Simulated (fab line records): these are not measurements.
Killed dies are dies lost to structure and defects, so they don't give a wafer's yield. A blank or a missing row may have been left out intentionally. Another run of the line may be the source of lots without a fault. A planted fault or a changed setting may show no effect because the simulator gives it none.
The tool behind it: which one? / flow gf180mcu / 72 wafers from 24 lots sampled at 6 of the route's 602 steps

== WHAT THE GAUGES READ, wafer by wafer ==
GF_V4_OVL_MEAS_15.
lot=L074; measured=day 24 12:06; on=overlay-01; V4_OVL (nm)=2 6 3
lot=L075; measured=day 25 00:17; on=overlay-01; V4_OVL (nm)=4 1 1
lot=L076; measured=day 25 04:35; on=overlay-02; V4_OVL (nm)=-2 -2 5
lot=L077; measured=day 25 17:01; on=overlay-02; V4_OVL (nm)=6 2 2
lot=L078; measured=day 26 03:53; on=overlay-01; V4_OVL (nm)=7 4 1
lot=L079; measured=day 26 07:05; on=overlay-01; V4_OVL (nm)=6 5 3
lot=L080; measured=day 27 00:00; on=overlay-02; V4_OVL (nm)=-1 7 0
lot=L081; measured=day 27 05:56; on=overlay-01; V4_OVL (nm)=3 2 6
lot=L082; measured=day 27 07:24; on=overlay-01; V4_OVL (nm)=5 3 6
lot=L084; measured=day 27 18:11; on=overlay-01; V4_OVL (nm)=-6 5 1
lot=L083; measured=day 27 21:05; on=overlay-02; V4_OVL (nm)=5 6 -3
lot=L085; measured=day 28 11:59; on=overlay-02; V4_OVL (nm)=9 0 0
lot=L086; measured=day 28 14:36; on=overlay-02; V4_OVL (nm)=2 5 0
lot=L087; measured=day 29 00:05; on=overlay-02; V4_OVL (nm)=-2 -3 -7
lot=L088; measured=day 29 02:14; on=overlay-01; V4_OVL (nm)=1 1 7
lot=L089; measured=day 29 07:18; on=overlay-02; V4_OVL (nm)=4 3 6
lot=L090; measured=day 29 10:47; on=overlay-01; V4_OVL (nm)=1 2 -7
lot=L091; measured=day 29 18:06; on=overlay-01; V4_OVL (nm)=-1 -3 -8
lot=L092; measured=day 30 04:36; on=overlay-02; V4_OVL (nm)=1 6 1
lot=L093; measured=day 30 12:27; on=overlay-02; V4_OVL (nm)=0 1 6
lot=L094; measured=day 30 18:19; on=overlay-02; V4_OVL (nm)=7 6 6
lot=L095; measured=day 30 22:18; on=overlay-02; V4_OVL (nm)=6 5 8
lot=L096; measured=day 31 15:15; on=overlay-01; V4_OVL (nm)=8 0 8
lot=L097; measured=day 31 16:15; on=overlay-02; V4_OVL (nm)=-8 -7 -3

GF_MIM_THK_MEAS_11: measures by xrf.
lot=L074; measured=day 24 14:02; on=film metro-02; MIM_ALCU_THK (nm)=196.6 198.0 196.9
lot=L075; measured=day 25 02:14; on=film metro-02; MIM_ALCU_THK (nm)=198.4 200.4 199.4
lot=L076; measured=day 25 08:34; on=film metro-03; MIM_ALCU_THK (nm)=198.5 196.8 198.1
lot=L077; measured=day 25 18:56; on=film metro-04; MIM_ALCU_THK (nm)=198.7 198.3 197.0
lot=L078; measured=day 26 05:49; on=film metro-03; MIM_ALCU_THK (nm)=197.8 198.1 197.9
lot=L079; measured=day 26 09:19; on=film metro-03; MIM_ALCU_THK (nm)=197.6 198.3 197.0
lot=L080; measured=day 27 01:55; on=film metro-03; MIM_ALCU_THK (nm)=196.2 196.2 197.1
lot=L081; measured=day 27 07:53; on=film metro-03; MIM_ALCU_THK (nm)=198.5 198.8 200.1
lot=L082; measured=day 27 09:22; on=film metro-02; MIM_ALCU_THK (nm)=202.4 203.3 203.6
lot=L084; measured=day 27 20:16; on=film metro-02; MIM_ALCU_THK (nm)=196.5 198.8 199.3
lot=L083; measured=day 27 23:07; on=film metro-02; MIM_ALCU_THK (nm)=199.7 196.6 196.8
lot=L085; measured=day 28 13:55; on=film metro-03; MIM_ALCU_THK (nm)=197.9 198.0 196.1
lot=L086; measured=day 28 16:33; on=film metro-03; MIM_ALCU_THK (nm)=196.9 193.9 196.5
lot=L087; measured=day 29 02:01; on=film metro-03; MIM_ALCU_THK (nm)=194.5 197.1 193.2
lot=L088; measured=day 29 04:11; on=film metro-03; MIM_ALCU_THK (nm)=198.6 201.7 201.2
lot=L089; measured=day 29 09:14; on=film metro-02; MIM_ALCU_THK (nm)=194.9 199.6 199.9
lot=L090; measured=day 29 12:42; on=film metro-02; MIM_ALCU_THK (nm)=199.3 199.5 199.1
lot=L091; measured=day 29 20:02; on=film metro-02; MIM_ALCU_THK (nm)=201.6 199.2 198.5
lot=L092; measured=day 30 06:34; on=film metro-02; MIM_ALCU_THK (nm)=194.8 195.9 194.0
lot=L093; measured=day 30 14:25; on=film metro-04; MIM_ALCU_THK (nm)=198.7 198.0 199.0
lot=L094; measured=day 30 20:20; on=film metro-04; MIM_ALCU_THK (nm)=198.8 198.0 196.6
lot=L095; measured=day 31 00:23; on=film metro-02; MIM_ALCU_THK (nm)=196.2 196.9 195.0
lot=L096; measured=day 31 17:11; on=film metro-04; MIM_ALCU_THK (nm)=198.6 201.5 202.1
lot=L097; measured=day 31 18:25; on=film metro-02; MIM_ALCU_THK (nm)=197.6 195.9 196.1

GF_M5_OVL_MEAS_08.
lot=L074; measured=day 26 10:04; on=overlay-02; M5_OVL (nm)=-4 -2 -4
lot=L075; measured=day 26 20:44; on=overlay-02; M5_OVL (nm)=10 1 1
lot=L076; measured=day 27 02:50; on=overlay-01; M5_OVL (nm)=-7 -10 -3
lot=L077; measured=day 27 12:09; on=overlay-02; M5_OVL (nm)=-3 1 -5
lot=L078; measured=day 27 23:01; on=overlay-02; M5_OVL (nm)=5 5 11
lot=L079; measured=day 28 02:47; on=overlay-01; M5_OVL (nm)=1 -1 -5
lot=L080; measured=day 28 18:00; on=overlay-01; M5_OVL (nm)=-5 3 -1
lot=L081; measured=day 29 00:15; on=overlay-01; M5_OVL (nm)=0 -5 -2
lot=L082; measured=day 29 00:41; on=overlay-02; M5_OVL (nm)=-10 -1 -10
lot=L084; measured=day 29 11:26; on=overlay-01; M5_OVL (nm)=3 -1 -5
lot=L083; measured=day 29 14:33; on=overlay-01; M5_OVL (nm)=0 -7 1
lot=L085; measured=day 30 04:26; on=overlay-02; M5_OVL (nm)=-4 -8 2
lot=L086; measured=day 30 06:27; on=overlay-02; M5_OVL (nm)=-4 -9 -4
lot=L087; measured=day 30 15:45; on=overlay-01; M5_OVL (nm)=-3 8 -3
lot=L088; measured=day 30 18:22; on=overlay-01; M5_OVL (nm)=-3 1 5
lot=L089; measured=day 30 22:39; on=overlay-01; M5_OVL (nm)=2 -3 -1
lot=L090; measured=day 31 01:26; on=overlay-01; M5_OVL (nm)=0 5 -6
lot=L091; measured=day 31 08:23; on=overlay-01; M5_OVL (nm)=-1 0 0
lot=L092; measured=day 31 18:51; on=overlay-02; M5_OVL (nm)=1 5 -5
lot=L093; measured=day 32 01:47; on=overlay-01; M5_OVL (nm)=4 -2 -4
lot=L094; measured=day 32 06:47; on=overlay-01; M5_OVL (nm)=5 -5 0
lot=L095; measured=day 32 11:16; on=overlay-02; M5_OVL (nm)=5 -2 6
lot=L096; measured=day 33 02:45; on=overlay-01; M5_OVL (nm)=-6 1 -1
lot=L097; measured=day 33 04:14; on=overlay-01; M5_OVL (nm)=-5 -9 -4

== TOOL THAT RAN EACH LOT (tool first, then ch and the chambers of the sampled wafers, then the start) ==
lot=L074; GF_M2_SPUTTER_03=pvd sputter-04, day 18 06:56; GF_V2_ETCH_16=rie diel-03 ch 0,1,2, day 20 08:28; GF_V4_CVD_02=pecvd-01 ch 0,1,2, day 23 13:23
lot=L075; GF_M2_SPUTTER_03=pvd sputter-03, day 18 19:41; GF_V2_ETCH_16=rie diel-04 ch 0,2,3, day 20 21:53; GF_V4_CVD_02=pecvd-04 ch 0,2, day 24 01:14
lot=L076; GF_M2_SPUTTER_03=pvd sputter-04, day 19 00:48; GF_V2_ETCH_16=rie diel-02 ch 1,3, day 21 02:55; GF_V4_CVD_02=pecvd-04 ch 0,1, day 24 05:40
lot=L077; GF_M2_SPUTTER_03=pvd sputter-04, day 19 13:55; GF_V2_ETCH_16=rie diel-04 ch 2,3, day 21 16:19; GF_V4_CVD_02=pecvd-02 ch 0,2, day 24 18:53
lot=L078; GF_M2_SPUTTER_03=pvd sputter-04, day 20 04:31; GF_V2_ETCH_16=rie diel-02 ch 0,2,3, day 22 05:08; GF_V4_CVD_02=pecvd-01 ch 0,2, day 25 06:21
lot=L079; GF_M2_SPUTTER_03=pvd sputter-03, day 20 06:17; GF_V2_ETCH_16=rie diel-02 ch 1,2,3, day 22 07:19; GF_V4_CVD_02=pecvd-02 ch 1,2, day 25 08:47
lot=L080; GF_M2_SPUTTER_03=pvd sputter-04, day 21 02:20; GF_V2_ETCH_16=rie diel-04 ch 1,2,3, day 23 03:32; GF_V4_CVD_02=pecvd-04 ch 0,2, day 26 02:45
lot=L081; GF_M2_SPUTTER_03=pvd sputter-04, day 21 08:54; GF_V2_ETCH_16=rie diel-03 ch 0,1,2, day 23 09:14; GF_V4_CVD_02=pecvd-02 ch 1,2, day 26 08:19
lot=L082; GF_M2_SPUTTER_03=pvd sputter-02, day 21 09:17; GF_V2_ETCH_16=rie diel-04 ch 1,2,3, day 23 09:35; GF_V4_CVD_02=pecvd-01 ch 0,1,2, day 26 10:13
lot=L084; GF_M2_SPUTTER_03=pvd sputter-03, day 21 23:59; GF_V2_ETCH_16=rie diel-03 ch 1,2,3, day 23 22:31; GF_V4_CVD_02=pecvd-01 ch 0,1,2, day 26 21:07
lot=L083; GF_M2_SPUTTER_03=pvd sputter-02, day 22 03:30; GF_V2_ETCH_16=rie diel-02 ch 0,1,3, day 24 03:19; GF_V4_CVD_02=pecvd-01 ch 0,1, day 27 01:13
lot=L085; GF_M2_SPUTTER_03=pvd sputter-03, day 22 20:05; GF_V2_ETCH_16=rie diel-03 ch 1,2, day 24 18:50; GF_V4_CVD_02=pecvd-04 ch 0,1, day 27 14:59
lot=L086; GF_M2_SPUTTER_03=pvd sputter-04, day 22 23:28; GF_V2_ETCH_16=rie diel-04 ch 0,1,2, day 24 21:38; GF_V4_CVD_02=pecvd-02 ch 0,1,2, day 27 18:23
lot=L087; GF_M2_SPUTTER_03=pvd sputter-03, day 23 09:07; GF_V2_ETCH_16=rie diel-03 ch 0,1,2, day 25 07:02; GF_V4_CVD_02=pecvd-01 ch 0,2, day 28 03:52
lot=L088; GF_M2_SPUTTER_03=pvd sputter-03, day 23 12:41; GF_V2_ETCH_16=rie diel-03 ch 0,2,3, day 25 11:23; GF_V4_CVD_02=pecvd-01 ch 0,1,2, day 28 06:47
lot=L089; GF_M2_SPUTTER_03=pvd sputter-03, day 23 18:58; GF_V2_ETCH_16=rie diel-04 ch 0,1, day 25 16:16; GF_V4_CVD_02=pecvd-04 ch 0,1,2, day 28 11:28
lot=L090; GF_M2_SPUTTER_03=pvd sputter-04, day 23 23:17; GF_V2_ETCH_16=rie diel-04 ch 0,1,2, day 25 20:08; GF_V4_CVD_02=pecvd-01 ch 0,1,2, day 28 14:42
lot=L091; GF_M2_SPUTTER_03=pvd sputter-03, day 24 07:36; GF_V2_ETCH_16=rie diel-04 ch 0,2, day 26 03:59; GF_V4_CVD_02=pecvd-01 ch 0,1,2, day 28 22:31
lot=L092; GF_M2_SPUTTER_03=pvd sputter-04, day 24 19:07; GF_V2_ETCH_16=rie diel-03 ch 0,2, day 26 15:19; GF_V4_CVD_02=pecvd-04 ch 1,2, day 29 09:17
lot=L093; GF_M2_SPUTTER_03=pvd sputter-03, day 25 05:00; GF_V2_ETCH_16=rie diel-02 ch 0,1,3, day 27 01:10; GF_V4_CVD_02=pecvd-01 ch 0,2, day 29 17:18
lot=L094; GF_M2_SPUTTER_03=pvd sputter-04, day 25 10:35; GF_V2_ETCH_16=rie diel-02 ch 0,1,3, day 27 06:19; GF_V4_CVD_02=pecvd-04 ch 0,2, day 29 22:56
lot=L095; GF_M2_SPUTTER_03=pvd sputter-03, day 25 16:54; GF_V2_ETCH_16=rie diel-02 ch 0,1,3, day 27 12:17; GF_V4_CVD_02=pecvd-02 ch 1,2, day 30 03:24
lot=L096; GF_M2_SPUTTER_03=pvd sputter-03, day 26 12:11; GF_V2_ETCH_16=rie diel-03 ch 1,3, day 28 06:59; GF_V4_CVD_02=pecvd-04 ch 0,2, day 30 20:26
lot=L097; GF_M2_SPUTTER_03=pvd sputter-04, day 26 13:31; GF_V2_ETCH_16=rie diel-03 ch 1,3, day 28 07:40; GF_V4_CVD_02=pecvd-01 ch 0,1,2, day 30 22:22
- GF_M2_SPUTTER_03: material Ti, target thk 10 nm, time 6.7 s.
- GF_V2_ETCH_16: etches BARC in N2/H2.
- GF_V4_CVD_02: deposits SiO2 from TEOS, target thk 850 nm, time 94.851 s.

== WHAT THE TOOLS THEMSELVES READ (means of the sampled wafers that have a number; where no wafer has one, the mark that the record gives instead) ==
GF_M2_SPUTTER_03.
lot=L074; tool=pvd sputter-04; throttle valve pct (%)=32.5
lot=L075; tool=pvd sputter-03; throttle valve pct (%)=30.4
lot=L076; tool=pvd sputter-04; throttle valve pct (%)=31.0
lot=L077; tool=pvd sputter-04; throttle valve pct (%)=32.1
lot=L078; tool=pvd sputter-04; throttle valve pct (%)=31.2
lot=L079; tool=pvd sputter-03; throttle valve pct (%)=30.1
lot=L080; tool=pvd sputter-04; throttle valve pct (%)=30.7
lot=L081; tool=pvd sputter-04; throttle valve pct (%)=30.0
lot=L082; tool=pvd sputter-02; throttle valve pct (%)=29.8
lot=L084; tool=pvd sputter-03; throttle valve pct (%)=30.2
lot=L083; tool=pvd sputter-02; throttle valve pct (%)=31.4
lot=L085; tool=pvd sputter-03; throttle valve pct (%)=30.2
lot=L086; tool=pvd sputter-04; throttle valve pct (%)=30.0
lot=L087; tool=pvd sputter-03; throttle valve pct (%)=30.4
lot=L088; tool=pvd sputter-03; throttle valve pct (%)=30.2
lot=L089; tool=pvd sputter-03; throttle valve pct (%)=30.2
lot=L090; tool=pvd sputter-04; throttle valve pct (%)=30.8
lot=L091; tool=pvd sputter-03; throttle valve pct (%)=29.9
lot=L092; tool=pvd sputter-04; throttle valve pct (%)=30.8
lot=L093; tool=pvd sputter-03; throttle valve pct (%)=30.0
lot=L094; tool=pvd sputter-04; throttle valve pct (%)=29.6
lot=L095; tool=pvd sputter-03; throttle valve pct (%)=30.2
lot=L096; tool=pvd sputter-03; throttle valve pct (%)=29.9
lot=L097; tool=pvd sputter-04; throttle valve pct (%)=29.8

GF_V2_ETCH_16.
lot=L074; tool=rie diel-03; chamber pressure mTorr (mTorr)=29.997; drypump motor current A (A)=5.9; oes product au (a.u.)=0.854; throttle valve pct (%)=13.231
lot=L075; tool=rie diel-04; chamber pressure mTorr (mTorr)=30.017; drypump motor current A (A)=6.0; oes product au (a.u.)=0.853; throttle valve pct (%)=13.220
lot=L076; tool=rie diel-02; chamber pressure mTorr (mTorr)=30.029; drypump motor current A (A)=5.5; oes product au (a.u.)=0.856; throttle valve pct (%)=13.225
lot=L077; tool=rie diel-04; chamber pressure mTorr (mTorr)=29.995; drypump motor current A (A)=6.0; oes product au (a.u.)=0.850; throttle valve pct (%)=13.225
lot=L078; tool=rie diel-02; chamber pressure mTorr (mTorr)=29.966; drypump motor current A (A)=5.6; oes product au (a.u.)=0.856; throttle valve pct (%)=13.226
lot=L079; tool=rie diel-02; chamber pressure mTorr (mTorr)=29.989; drypump motor current A (A)=5.5; oes product au (a.u.)=0.859; throttle valve pct (%)=13.226
lot=L080; tool=rie diel-04; chamber pressure mTorr (mTorr)=30.037; drypump motor current A (A)=5.8; oes product au (a.u.)=0.858; throttle valve pct (%)=13.219
lot=L081; tool=rie diel-03; chamber pressure mTorr (mTorr)=29.994; drypump motor current A (A)=5.9; oes product au (a.u.)=0.857; throttle valve pct (%)=13.221
lot=L082; tool=rie diel-04; chamber pressure mTorr (mTorr)=30.004; drypump motor current A (A)=5.8; oes product au (a.u.)=0.856; throttle valve pct (%)=13.225
lot=L084; tool=rie diel-03; chamber pressure mTorr (mTorr)=29.977; drypump motor current A (A)=5.9; oes product au (a.u.)=0.847; throttle valve pct (%)=13.212
lot=L083; tool=rie diel-02; chamber pressure mTorr (mTorr)=29.995; drypump motor current A (A)=5.7; oes product au (a.u.)=0.851; throttle valve pct (%)=13.217
lot=L085; tool=rie diel-03; chamber pressure mTorr (mTorr)=29.991; drypump motor current A (A)=6.1; oes product au (a.u.)=0.852; throttle valve pct (%)=13.217
lot=L086; tool=rie diel-04; chamber pressure mTorr (mTorr)=29.993; drypump motor current A (A)=5.8; oes product au (a.u.)=0.850; throttle valve pct (%)=13.225
lot=L087; tool=rie diel-03; chamber pressure mTorr (mTorr)=29.997; drypump motor current A (A)=5.9; oes product au (a.u.)=0.858; throttle valve pct (%)=13.220
lot=L088; tool=rie diel-03; chamber pressure mTorr (mTorr)=30.018; drypump motor current A (A)=5.6; oes product au (a.u.)=0.856; throttle valve pct (%)=13.227
lot=L089; tool=rie diel-04; chamber pressure mTorr (mTorr)=30.006; drypump motor current A (A)=5.7; oes product au (a.u.)=0.856; throttle valve pct (%)=13.224
lot=L090; tool=rie diel-04; chamber pressure mTorr (mTorr)=29.959; drypump motor current A (A)=5.8; oes product au (a.u.)=0.855; throttle valve pct (%)=13.233
lot=L091; tool=rie diel-04; chamber pressure mTorr (mTorr)=30.016; drypump motor current A (A)=5.9; oes product au (a.u.)=0.853; throttle valve pct (%)=13.223
lot=L092; tool=rie diel-03; chamber pressure mTorr (mTorr)=29.976; drypump motor current A (A)=5.8; oes product au (a.u.)=0.856; throttle valve pct (%)=13.239
lot=L093; tool=rie diel-02; chamber pressure mTorr (mTorr)=30.002; drypump motor current A (A)=5.7; oes product au (a.u.)=0.855; throttle valve pct (%)=13.219
lot=L094; tool=rie diel-02; chamber pressure mTorr (mTorr)=30.002; drypump motor current A (A)=5.7; oes product au (a.u.)=0.857; throttle valve pct (%)=13.227
lot=L095; tool=rie diel-02; chamber pressure mTorr (mTorr)=30.022; drypump motor current A (A)=5.7; oes product au (a.u.)=0.853; throttle valve pct (%)=13.235
lot=L096; tool=rie diel-03; chamber pressure mTorr (mTorr)=29.982; drypump motor current A (A)=5.6; oes product au (a.u.)=0.861; throttle valve pct (%)=13.222
lot=L097; tool=rie diel-03; chamber pressure mTorr (mTorr)=30.016; drypump motor current A (A)=5.6; oes product au (a.u.)=0.854; throttle valve pct (%)=13.227

GF_V4_CVD_02.
lot=L074; tool=pecvd-01; heater power w (W)=599
lot=L075; tool=pecvd-04; heater power w (W)=747
lot=L076; tool=pecvd-04; heater power w (W)=634
lot=L077; tool=pecvd-02; heater power w (W)=576
lot=L078; tool=pecvd-01; heater power w (W)=610
lot=L079; tool=pecvd-02; heater power w (W)=690
lot=L080; tool=pecvd-04; heater power w (W)=639
lot=L081; tool=pecvd-02; heater power w (W)=627
lot=L082; tool=pecvd-01; heater power w (W)=636
lot=L084; tool=pecvd-01; heater power w (W)=632
lot=L083; tool=pecvd-01; heater power w (W)=563
lot=L085; tool=pecvd-04; heater power w (W)=622
lot=L086; tool=pecvd-02; heater power w (W)=590
lot=L087; tool=pecvd-01; heater power w (W)=650
lot=L088; tool=pecvd-01; heater power w (W)=633
lot=L089; tool=pecvd-04; heater power w (W)=684
lot=L090; tool=pecvd-01; heater power w (W)=626
lot=L091; tool=pecvd-01; heater power w (W)=620
lot=L092; tool=pecvd-04; heater power w (W)=676
lot=L093; tool=pecvd-01; heater power w (W)=682
lot=L094; tool=pecvd-04; heater power w (W)=715
lot=L095; tool=pecvd-02; heater power w (W)=637
lot=L096; tool=pecvd-04; heater power w (W)=684
lot=L097; tool=pecvd-01; heater power w (W)=606

== THE ANSWER, worked out from the rows above alone ==
Rule: what is usual is taken from the lots themselves. Put in order of their means at a reading, lots are off if they are a third of the lots or fewer, leave a main group of 4 or more, and stand apart from it by a gap of 3 or more times the standard deviation of the main group's means; of several such gaps the widest counts. Not used: any main group whose means are identical at the precision the tables above print for the reading. A lot without any number at a reading at which 4 lots or more have one is off too. Where the step has rows for the other lots, those lots are counted as sound. The gauges are gone through in route order, then the tools' own readings, and for those a lot's mean is taken as printed above. At the first step where some lot is off, the reading lying furthest off is the one used; lots without a number count as furthest.
Across all readings shown, no lot is off: no conclusion can be drawn from this.

== WHAT HAD BEEN PUT IN BY THE SIMULATOR ==
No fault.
